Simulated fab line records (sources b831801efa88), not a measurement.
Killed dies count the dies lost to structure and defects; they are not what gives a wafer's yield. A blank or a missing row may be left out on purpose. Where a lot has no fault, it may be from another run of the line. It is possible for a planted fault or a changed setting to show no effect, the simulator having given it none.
Matching of chambers | flow gf180mcu | 4 sister chambers for GF_V3_CMP_26 on cmp-02
The step polishes, stops on SiO2, t overpolish 15 s, target thk 0 nm. 8 wafers are shown with their chamber, then 10 later ones without.

## WAFERS, EACH WITH ITS CHAMBER
wafer  | chamber | motor_current_A (A) | time_to_endpoint_s (s)
L670.5 | 1       | 11.7                | 90
L673.1 | 2       | 10.1                | 91
L674.3 | 1       | 11.7                | 90
L674.5 | 2       | 10.3                | 92
L675.4 | 3       | 11.2                | 86
L675.6 | 0       | 11.8                | 87
L680.3 | 3       | 12.3                | 88
L680.4 | 0       | 11.7                | 89

## WAFERS WHOSE CHAMBER IS MISSING
wafer  | motor_current_A (A) | time_to_endpoint_s (s)
L680.5 | 11.9                | 88
L686.1 | 11.2                | 90
L686.3 | 11.5                | 86
L686.4 | 12.1                | 85
L687.1 | 11.5                | 90
L687.3 | 11.9                | 92
L687.6 | 9.9                 | 95
L688.3 | 10.0                | 91
L688.4 | 12.1                | 86
L688.5 | 11.1                | 88

## EACH ONE'S CHAMBER
wafer  | from the rows above               | in truth
L680.5 | can't be placed: 0 or 3 or 1      | 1
L686.1 | can't be placed: 1 or 0 or 2 or 3 | 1
L686.3 | can't be placed: 3 or 0           | 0
L686.4 | can't be placed: 3 or 0           | 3
L687.1 | can't be placed: 1 or 0           | 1
L687.3 | can't be placed: 1 or 0           | 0
L687.6 | 2                                 | 2
L688.3 | 2                                 | 2
L688.4 | can't be placed: 3 or 0           | 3
L688.5 | can't be placed: 0 or 3 or 1      | 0
Correctly placed: 2 of 10. Unplaceable from these rows: 8, with the true chamber sitting among the candidates in 8. 0 placed wrongly.
How it was worked out, from the rows above alone: a wafer's distance from a chamber is the root of the sum, over the readings, of the square of ((its reading less the chamber's mean) divided by the reading's scatter). If the next closest chamber is less than 2 further off than the closest, the wafer can't be placed; otherwise it belongs to the closest. The mean given for a chamber averages the wafers shown for that chamber. The scatter: take each reading less its chamber's mean, square it, sum over the shown wafers, divide by the number of wafers less the number of chambers, and take the root.
